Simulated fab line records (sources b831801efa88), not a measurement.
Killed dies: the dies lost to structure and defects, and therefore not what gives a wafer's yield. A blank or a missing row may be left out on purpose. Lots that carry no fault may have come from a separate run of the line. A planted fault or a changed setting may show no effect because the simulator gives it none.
Which tool was responsible?	flow gf180mcu	Sampling: 12 lots, 36 wafers, 4 of 602 route steps

## WHAT THE GAUGES READ, wafer by wafer
GF_MVSD_OVL_MEAS_07. Usual: MVSD_OVL 0.9 nm, standard deviation 1.2.
lot	measured	on	MVSD_OVL (nm)	flag
L674	day 4 21:38	overlay-01	-1.3 -2.4 -0.8	
L675	day 5 03:59	overlay-01	0.6 1.8 0.3	
L676	day 5 10:26	overlay-01	2.2 2.4 1.6	
L678	day 5 20:17	overlay-01	0.8 0.6 1.0	
L685	day 7 15:47	overlay-01	- - -	OFF
L689	day 8 16:05	overlay-01	1.7 0.2 2.3	
L690	day 8 23:23	overlay-01	0.6 1.6 -0.4	
L691	day 9 02:54	overlay-02	2.0 2.4 0.9	
L692	day 9 08:26	overlay-02	1.7 1.3 2.0	
L693	day 9 13:32	overlay-02	1.5 2.4 1.5	
L694	day 9 21:35	overlay-01	0.3 1.9 -0.2	
L695	day 10 02:11	overlay-01	-1.6 -0.5 0.6	

GF_MVSD_TW_MEAS_11. Usual: MVSD_TW 1586, standard deviation 9.6.
lot	measured	on	MVSD_TW	flag
L674	day 4 22:05	film_metro-03	1590 1581 1580	
L675	day 5 04:26	film_metro-03	1587 1594 1586	
L676	day 5 10:54	film_metro-01	1584 1584 1587	
L678	day 5 20:43	film_metro-03	1591 1595 1589	
L685	day 7 16:13	film_metro-04	30 30 30 30 30 30	OFF
L689	day 8 16:31	film_metro-01	1575 1577 1577	
L690	day 8 23:49	film_metro-03	1591 1598 1594	
L691	day 9 03:21	film_metro-03	1589 1587 1597	
L692	day 9 08:52	film_metro-03	1593 1588 1597	
L693	day 9 13:59	film_metro-03	1585 1602 1586	
L694	day 9 22:01	film_metro-01	1567 1570 1578	
L695	day 10 02:37	film_metro-03	1588 1596 1586	

GF_V2_CD_MEAS_14: the cd target is 260 nm. Usual: cd_nm at 260.3 nm, with a standard deviation of 1.2.
lot	measured	on	cd_nm (nm)	flag
L674	day 21 09:32	cd_sem-01	261.0 260.9 261.4	
L675	day 21 20:05	cd_sem-02	260.3 259.7 259.1	
L676	day 22 02:34	cd_sem-01	260.2 260.6 260.8	
L678	day 22 20:49	cd_sem-02	259.9 260.2 258.7	
L689	day 26 13:58	cd_sem-02	258.4 259.0 259.0	
L690	day 27 00:56	cd_sem-02	260.4 261.4 259.7	
L691	day 27 04:55	cd_sem-02	259.9 258.6 259.7	
L692	day 27 11:19	cd_sem-02	259.2 259.9 258.5	
L693	day 27 22:02	cd_sem-02	261.4 261.5 261.3	
L694	day 28 00:27	cd_sem-02	261.2 260.1 261.2	
L695	day 28 05:30	cd_sem-02	259.2 259.9 260.3	

## WHICH TOOL RAN EACH LOT (tool, then ch and the chambers of the sampled wafers, then the start)
lot	GF_MVSD_EXPOSE_04
L674	iline_stepper-01 ch 0, day 4 15:20
L675	iline_stepper-02 ch 0, day 4 20:50
L676	iline_stepper-02 ch 0, day 5 04:05
L678	iline_stepper-02 ch 0, day 5 12:41
L685	iline_stepper-02 ch 0, day 7 07:50
L689	iline_stepper-01 ch 0, day 8 07:43
L690	iline_stepper-01 ch 0, day 8 14:31
L691	iline_stepper-02 ch 0, day 8 18:43
L692	iline_stepper-01 ch 0, day 9 00:10
L693	iline_stepper-02 ch 0, day 9 04:31
L694	iline_stepper-01 ch 0, day 9 12:43
L695	iline_stepper-02 ch 0, day 9 18:01
- GF_MVSD_EXPOSE_04: exposes mask MVSD, target cd 1000 nm.

## WHAT THE TOOLS THEMSELVES READ (means of the sampled wafers that have a number; where no wafer has one, the mark that the record gives instead)
GF_MVSD_EXPOSE_04. Usual: exposure_dose_mJ_cm2 259.99, standard deviation 0.28; stage_vel_mm_s 499.98 mm/s, standard deviation 0.26.
lot	tool	exposure_dose_mJ_cm2	stage_vel_mm_s (mm/s)	flag
L674	iline_stepper-01	260.19	500.12	
L675	iline_stepper-02	259.80	499.80	
L676	iline_stepper-02	260.34	499.90	
L678	iline_stepper-02	260.00	500.13	
L685	iline_stepper-02	260.39	500.12	
L689	iline_stepper-01	259.93	499.84	
L690	iline_stepper-01	260.07	499.91	
L691	iline_stepper-02	259.64	500.02	
L692	iline_stepper-01	259.79	500.12	
L693	iline_stepper-02	259.52	499.83	
L694	iline_stepper-01	259.95	499.66	
L695	iline_stepper-02	259.98	499.82	

## THE ANSWER, worked out from the rows above alone
Rule: take the mean of a lot's wafers that have a number; if it is more than 3 standard deviations from the usual mean, the lot is off. Also off: a lot with no number at a reading for which 4 or more lots have one. Any other lot the step has rows for is counted as sound. The gauges are gone through in route order, then the tools' own readings, and for those a lot's mean is taken as printed above. The first step at which some lot is off is used, and at that step the reading that is off furthest; a lot without a number counts as furthest.
Off: L685, seen at GF_MVSD_OVL_MEAS_07 (MVSD_OVL). Without a number there: L685.
A tool fits if, at a process step before that reading, it ran every lot that is off, and no sound lot after the first of them. The gauges at GF_MVSD_OVL_MEAS_07 aren't tried: what is off there is off at GF_MVSD_TW_MEAS_11 too, on other tools, and a gauge's error can't cause that. Of those tried, none fits.

## WHAT HAD BEEN PUT IN BY THE SIMULATOR
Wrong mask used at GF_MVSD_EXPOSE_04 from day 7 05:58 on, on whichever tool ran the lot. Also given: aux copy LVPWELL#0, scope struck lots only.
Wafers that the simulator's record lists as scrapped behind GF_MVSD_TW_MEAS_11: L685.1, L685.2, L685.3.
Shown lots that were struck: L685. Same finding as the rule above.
